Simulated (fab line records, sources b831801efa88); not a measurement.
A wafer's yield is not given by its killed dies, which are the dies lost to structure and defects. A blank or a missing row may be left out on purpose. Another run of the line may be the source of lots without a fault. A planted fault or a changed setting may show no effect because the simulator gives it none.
A lot that was struck, set against a sound lot | flow sky130 | 32 steps out of a route of 708
Sound: the wafers L256.1, L256.5, L256.6. Struck: wafer L249.6 (left out: L249.5, a lot-mate that was not struck); the cause follows at the end.
Per side, at each step with rows, come the tool, then ch with its chambers, and then its first start. Under that, the readings that differ: sound wafers | struck wafers | difference of the means | sigmas: that difference in standard deviations of wafers without a fault.
alike: readings whose means differ by less than 2 such deviations, and words and numbers that are the same on both sides. not compared: withheld readings, readings that some wafer has no value for, bounds like >300 that may hide the same value, and numbers for which the record gives no deviation and whose values overlap.
Wherever a step has rows on one side only, a row that says differs or no value, or a row with sigmas, the two part there. Numbers that have no deviation but don't overlap get no sigmas and don't part them. Lack of a reading on every wafer of one side parts them only where that side has two or more wafers.

first, 4 steps without rows for these wafers: SKY_VIA1_STRIP_17 (strips in post etch residue remover, time 1200 s); SKY_VIA1_CLEAN_18 (cleans in IPA, time 180 s); SKY_VIA1_CLEAN_19 (cleans in O3/DIW); SKY_VIA1_SPUTTER_20 (material TiN, target thk 20 nm, time 80 s).
SKY_VIA1_CVD_21: deposits W, target thk 270 nm, time 80.902 s.
  sound on cvd-w-02 ch 0,1, day 38 22:16; struck on cvd-w-02 ch 0, day 36 10:21
  alike: heater-power-w
SKY_VIA1_RS_MEAS_22: measures by four-point-probe.
  sound: film-metro-02 at day 38 22:22; struck: film-metro-02 at day 36 10:28
  alike: VIA1_W_RS
SKY_VIA1_THK_MEAS_23: measures by xrf.
  sound: film-metro-02 at day 38 22:29; struck: film-metro-02 at day 36 10:32
  alike: VIA1_W_THK
then, 1 step without rows for these wafers: SKY_VIA1_CMP_24 (polishes, stops on SiO2, t overpolish 15 s, target thk 0 nm).
SKY_METAL2_SPUTTER_00: material Ti, target thk 15 nm, time 10 s.
  sound: pvd-sputter-01 at day 38 22:50; struck: pvd-sputter-03 at day 36 10:53
  alike: throttle-valve-pct
then, 2 steps without rows for these wafers: SKY_METAL2_SPUTTER_01 (material TiN, target thk 20 nm, time 16.7 s); SKY_METAL2_SPUTTER_02 (material AlCu, target thk 250 nm, time 13.3 s).
SKY_METAL2_SPUTTER_03: material Ti, target thk 5 nm, time 3.3 s.
  sound: pvd-sputter-01 at day 38 22:55; struck: pvd-sputter-03 at day 36 10:57
  alike: throttle-valve-pct
SKY_METAL2_SPUTTER_04: material TiN, target thk 70 nm, time 58.3 s.
  sound: pvd-sputter-01 at day 38 22:56; struck: pvd-sputter-03 at day 36 10:59
  reading                                    | sound             | struck | difference | sigmas
  model.TiN_of_METAL2_SPUTTER_04.thk-nm (nm) | 70.04 70.43 69.98 | 40.25  | -29.90     |
  alike: throttle-valve-pct
SKY_METAL2_RS_MEAS_05: measures by four-point-probe.
  sound: film-metro-04 at day 38 22:59; struck: film-metro-01 at day 36 11:05
  alike: METAL2_ALCU_RS
SKY_METAL2_THK_MEAS_06: measures by xrf.
  sound: film-metro-04 at day 38 23:06; struck: film-metro-01 at day 36 11:10
  reading              | sound       | struck | difference | sigmas
  METAL2_ALCU_THK (nm) | 243 242 244 | 264    | +21        | +7
then, 8 steps without rows for these wafers: SKY_METAL2_DEHYDRATE_07 (time 60 s); SKY_METAL2_HMDS_08 (prime time 60 s); SKY_METAL2_COAT_09 (resist thk 60 nm); SKY_METAL2_COAT_10 (resist thk 450 nm); SKY_METAL2_SOFTBAKE_11 (time 90 s); SKY_METAL2_EXPOSE_12 (exposes mask MM2, target cd 140 nm); SKY_METAL2_PEB_13; SKY_METAL2_DEVELOP_14 (develop time 60 s).
SKY_METAL2_CD_MEAS_15 targets a cd of 140 nm.
  sound: cd-sem-02 at day 40 00:13; struck: cd-sem-01 at day 37 12:57
  alike: cd-nm
SKY_METAL2_OVL_MEAS_16:
  sound: overlay-02 at day 40 00:20; struck: overlay-01 at day 37 13:01
  alike: METAL2_OVL
SKY_METAL2_DESCUM_17: chemistry O2, time 8 s.
  sound on rie-metal-02 ch 1, day 40 00:22; struck on rie-metal-03 ch 0, day 37 13:02
  reading                     | sound       | struck | difference | sigmas
  drypump-motor-current-A (A) | 6.3 6.4 6.4 | 5.3    | -1.1       | -2
  alike: oes-product-au
  not compared: rf-hours-counter-h
then, 2 steps without rows for these wafers: SKY_METAL2_ETCH_18 (etches BARC in N2/H2, stops on SiO2, time 45.9 s, target depth 60 nm); SKY_METAL2_METAL_ETCH_19 (etches the open film in Cl2/BCl3, stops on SiO2, target depth 360 nm, time 78 s).
SKY_METAL2_STRIP_20: strips in O2/N2.
  sound on plasma-asher-01 ch 0,1, day 40 00:44; struck on plasma-asher-01 ch 0, day 37 13:16
  alike: drypump-motor-current-A, oes-product-au, strip-time-to-endpoint-s
  not compared: rf-hours-counter-h
SKY_METAL2_STRIP_21: strips in post etch residue remover, time 1200 s.
  sound on wet-bench-01 ch 0, day 40 00:50; struck on wet-bench-02 ch 2, day 37 13:19
  reading                                    | sound             | struck | difference | sigmas
  model.TiN_of_METAL2_SPUTTER_04.thk-nm (nm) | 69.62 70.01 69.56 | 39.83  | -29.90     |
  alike: bath-guard-temp-C
then, 1 step without rows for these wafers: SKY_METAL2_CLEAN_22 (cleans in IPA, time 180 s).
-- the record jumps here: 10 days lie between the struck wafers' starts before and after (it left off in module METAL2 and takes up again in module PAD_OPEN, whose first step shown is number 708 of the route) --
SKY_PAD_OPEN_PROBE_99:
  sound: prober-01 at day 49 13:40; struck: prober-02 at day 47 15:28
  reading                       | sound            | struck | difference | sigmas
  killed-at-other               | 0 0 0            | 1      | +1         | +2
  killed-open                   | 45 52 38         | 27     | -18        | -3
  sort_bin_5_function (%)       | 9.3 10.8 7.9     | 6.3    | -3.0       | -2
  model.etest.via2-chain.rc-ohm | 10.16 10.05 10.2 | 9.668  | -0.469     |
  alike: defect-limited-yield, killed_at_M0_to_M3, killed_at_M4_up, killed-at-contacts, killed-at-front-end, killed-dies, killed-short, sort_bin_3_pad_short, sort_bin_6_memory, sort-n-pass, sort-yield-pct

== WHERE THEY PART ==
First at SKY_METAL2_THK_MEAS_06; last, within this record, at SKY_PAD_OPEN_PROBE_99.

WHY: what the simulator had put in
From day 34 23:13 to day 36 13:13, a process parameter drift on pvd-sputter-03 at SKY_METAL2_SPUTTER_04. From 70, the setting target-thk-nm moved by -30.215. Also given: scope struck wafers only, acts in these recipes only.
